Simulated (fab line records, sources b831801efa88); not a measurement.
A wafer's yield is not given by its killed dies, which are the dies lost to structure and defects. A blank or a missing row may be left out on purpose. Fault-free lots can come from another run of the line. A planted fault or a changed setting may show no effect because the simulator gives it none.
Which tool was responsible? ; flow sky130 ; Sampling: 11 lots, 33 wafers, 5 of 708 route steps

WHAT THE GAUGES READ, wafer by wafer
No reading from a measuring or inspecting step in the record can be judged against a usual standard deviation.

WHICH TOOL RAN EACH LOT (tool, then ch and the chambers of the sampled wafers, then the start)
lot;SKY_VIA3_ETCH_14;SKY_METAL5_SPUTTER_03;SKY_METAL5_DESCUM_14;SKY_PASSIVATION_ETCH_11;SKY_PAD_OPEN_PROBE_99
L421;rie diel-03 ch 0,2,3, day 39 19:39;pvd sputter-03, day 42 23:16;rie metal-04 ch 0,1, day 43 21:56;rie diel-02 ch 0,1,2, day 44 20:10;prober-01, day 45 19:38
L422;rie diel-01 ch 0,1,3, day 39 22:47;pvd sputter-04, day 43 03:05;rie metal-04 ch 0, day 44 01:11;rie diel-02 ch 1,2,3, day 45 00:08;prober-02, day 46 00:15
L423;rie diel-04 ch 0,2,3, day 40 11:32;pvd sputter-03, day 43 14:37;rie metal-03 ch 0,1, day 44 13:07;rie diel-04 ch 0,1,3, day 45 11:51;prober-01, day 46 11:18
L425;rie diel-03 ch 0,3, day 41 20:23;pvd sputter-01, day 44 21:49;rie metal-01 ch 0,1, day 45 19:04;rie diel-04 ch 0,1,3, day 46 16:20;prober-01, day 47 15:02
L431;rie diel-04 ch 0,2, day 42 23:34;pvd sputter-01, day 45 22:54;rie metal-04 ch 0,1, day 46 19:14;rie diel-04 ch 1,3, day 47 16:59;prober-01, day 48 14:25
L433;rie diel-04 ch 1,3, day 43 12:58;pvd sputter-04, day 46 10:38;rie metal-01 ch 0,1, day 47 06:59;rie diel-03 ch 0,3, day 48 03:58;prober-02, day 49 01:10
L434;rie diel-04 ch 0,1,2, day 43 14:07;pvd sputter-01, day 46 12:31;rie metal-01 ch 0,1, day 47 09:03;rie diel-02 ch 0,2,3, day 48 06:20;prober-01, day 49 03:04
L439;rie diel-03 ch 0,1,2, day 45 07:16;pvd sputter-03, day 48 02:05;rie metal-01 ch 0,1, day 48 20:51;rie diel-03 ch 0,1,2, day 49 14:56;prober-01, day 50 09:46
L441;rie diel-04 ch 1,2,3, day 45 22:10;pvd sputter-04, day 48 14:16;rie metal-04 ch 0,1, day 49 07:52;rie diel-03 ch 2,3, day 50 01:01;prober-02, day 50 19:16
L442;rie diel-03 ch 0,1,2, day 45 23:39;pvd sputter-03, day 48 15:17;rie metal-03 ch 0,1, day 49 08:24;rie diel-04 ch 1,3, day 50 01:58;prober-01, day 50 20:05
L443;rie diel-04 ch 1,2, day 45 23:52;pvd sputter-03, day 48 17:08;rie metal-01 ch 0, day 49 11:16;rie diel-04 ch 0,1,2, day 50 04:46;prober-02, day 50 23:09
- SKY_VIA3_ETCH_14: etches BARC in N2/H2, stops on SiO2, time 45.9 s, target depth 60 nm.
- SKY_METAL5_SPUTTER_03: material Ti, target thk 5 nm, time 3.3 s.
- SKY_METAL5_DESCUM_14: chemistry O2, time 11 s.
- SKY_PASSIVATION_ETCH_11: etches the open film in CF4/O2, stops on AlCu, target depth 725 nm, time 161.1 s.
- SKY_PAD_OPEN_PROBE_99

AS READ BY THE TOOLS THEMSELVES (means over the sampled wafers that have a number; for cases with no such wafer, the mark the record gives instead)
SKY_VIA3_ETCH_14. Usual: drypump motor current A 5.8 A, standard deviation 0.46; oes product au 0.854 a.u., standard deviation 0.0045; throttle valve pct 13.223 %, standard deviation 0.009.
lot;tool;drypump motor current A (A);oes product au (a.u.);throttle valve pct (%);flag
L421;rie diel-03;6.0;0.854;13.227;
L422;rie diel-01;5.4;0.857;13.220;
L423;rie diel-04;5.6;0.856;13.218;
L425;rie diel-03;6.0;0.854;13.218;
L431;rie diel-04;5.7;0.853;13.230;
L433;rie diel-04;5.2;0.859;13.227;
L434;rie diel-04;5.6;0.859;13.222;
L439;rie diel-03;6.2;0.851;13.228;
L441;rie diel-04;5.5;0.858;13.219;
L442;rie diel-03;6.2;0.856;13.219;
L443;rie diel-04;5.8;0.856;13.218;

SKY_METAL5_SPUTTER_03. Usual: 29.6 % for throttle valve pct, sd 0.96.
lot;tool;throttle valve pct (%);flag
L421;pvd sputter-03;29.2;
L422;pvd sputter-04;30.1;
L423;pvd sputter-03;29.3;
L425;pvd sputter-01;29.9;
L431;pvd sputter-01;30.1;
L433;pvd sputter-04;29.8;
L434;pvd sputter-01;29.9;
L439;pvd sputter-03;28.9;
L441;pvd sputter-04;30.2;
L442;pvd sputter-03;30.1;
L443;pvd sputter-03;28.8;

SKY_METAL5_DESCUM_14. Usual: drypump motor current A 5.8 A, standard deviation 0.39; oes product au 0.997 a.u., standard deviation 0.0083; temp c 40.00 C, standard deviation 0.11.
lot;tool;drypump motor current A (A);oes product au (a.u.);temp c (C);flag
L421;rie metal-04;6.0;1.003;40.02;
L422;rie metal-04;5.9;0.996;39.99;
L423;rie metal-03;5.7;0.997;40.04;
L425;rie metal-01;5.7;1.004;40.06;
L431;rie metal-04;6.2;0.994;40.00;
L433;rie metal-01;5.7;0.999;40.07;
L434;rie metal-01;5.7;1.003;40.00;
L439;rie metal-01;5.7;1.000;40.05;
L441;rie metal-04;6.2;0.993;40.04;
L442;rie metal-03;5.7;1.000;40.09;
L443;rie metal-01;5.2;0.990;40.01;

SKY_PASSIVATION_ETCH_11. Usual: drypump motor current A 5.9 A, standard deviation 0.42; oes product au 0.978 a.u., standard deviation 0.0072; throttle valve pct 5.963 %, standard deviation 0.01.
lot;tool;drypump motor current A (A);oes product au (a.u.);throttle valve pct (%);flag
L421;rie diel-02;6.0;0.982;5.958;
L422;rie diel-02;6.2;0.975;5.971;
L423;rie diel-04;5.3;0.983;5.965;
L425;rie diel-04;5.3;0.976;5.960;
L431;rie diel-04;5.2;0.972;5.967;
L433;rie diel-03;6.0;0.977;5.965;
L434;rie diel-02;5.9;0.980;5.960;
L439;rie diel-03;6.2;0.972;5.959;
L441;rie diel-03;5.9;0.975;5.968;
L442;rie diel-04;5.2;0.979;5.958;
L443;rie diel-04;5.6;0.978;5.957;

SKY_PAD_OPEN_PROBE_99. Usual: defect limited yield 82.9 %, standard deviation 2; killed_at_M0_to_M3 42, standard deviation 7.4; killed_at_M4_up 3.3, standard deviation 2.1; killed at contacts 24, standard deviation 5.3; killed at front end 15, standard deviation 4.5; killed at other 0.3, standard deviation 0.57; killed dies 84, standard deviation 10; killed on rim 17, standard deviation 3.8; killed open 46, standard deviation 7.5; killed short 38, standard deviation 6.4; sort_bin_3_pad_short 0.9 %, standard deviation 0.44; sort_bin_5_function 10.2 %, standard deviation 1.5; sort_bin_6_memory 6.0 %, standard deviation 1.1; sort n pass 408, standard deviation 10; sort yield pct 82.9 %, standard deviation 2.
lot;tool;defect limited yield (%);killed_at_M0_to_M3;killed_at_M4_up;killed at contacts;killed at front end;killed at other;killed dies;killed on rim;killed open;killed short;sort_bin_3_pad_short (%);sort_bin_5_function (%);sort_bin_6_memory (%);sort n pass;sort yield pct (%);flag
L421;prober-01;81.5;44;4.3;28;15;0.0;91;19;54;37;0.8;11.1;6.6;401;81.5;
L422;prober-02;82.6;42;2.7;25;16;0.0;85;17;44;41;0.7;10.9;5.8;407;82.6;
L423;prober-01;81.6;49;3.3;22;16;0.3;90;20;50;39;1.1;10.2;7.0;402;81.6;
L425;prober-01;82.1;45;4.7;24;15;0.0;88;18;42;46;0.8;10.9;6.2;404;82.1;
L431;prober-01;75.0;83;2.3;22;15;0.3;123;24;42;36;2.1;15.9;7.0;369;75.0;OFF
L433;prober-02;74.6;91;3.7;20;10;0.0;125;26;42;34;3.4;16.5;5.6;367;74.6;OFF
L434;prober-01;74.3;90;2.3;22;11;0.3;126;23;44;37;3.7;14.5;7.4;366;74.3;OFF
L439;prober-01;84.2;40;2.0;19;17;0.0;78;14;41;36;1.2;8.6;6.0;414;84.2;
L441;prober-02;82.8;34;3.0;28;19;0.0;85;14;50;35;0.7;11.1;5.4;407;82.8;
L442;prober-01;82.9;39;2.3;28;14;0.3;84;15;47;37;1.3;10.1;5.7;408;82.9;
L443;prober-02;82.0;42;4.3;25;17;0.0;88;19;50;38;0.7;11.2;6.0;404;82.0;

THE ANSWER, worked out from the rows above alone
Rule: a lot is off if the mean of its wafers that have a number lies more than 3 standard deviations from the usual mean. A lot without any number at a reading at which 4 lots or more have one is off too. All remaining lots with rows at the step are treated as sound. Order of review: gauges by route order, followed by the tools' own readings, for which a lot's mean as printed above is used. The first step at which some lot is off is used, and at that step the reading that is off furthest; a lot without a number counts as furthest.
Off: L431, L433, L434 (SKY_PAD_OPEN_PROBE_99, killed_at_M0_to_M3).
A tool fits if, at that step or a process step before it, it ran every lot that is off, and no sound lot after the first of them. No candidate that was tried fits.

WHAT THE SIMULATOR HAD PUT IN
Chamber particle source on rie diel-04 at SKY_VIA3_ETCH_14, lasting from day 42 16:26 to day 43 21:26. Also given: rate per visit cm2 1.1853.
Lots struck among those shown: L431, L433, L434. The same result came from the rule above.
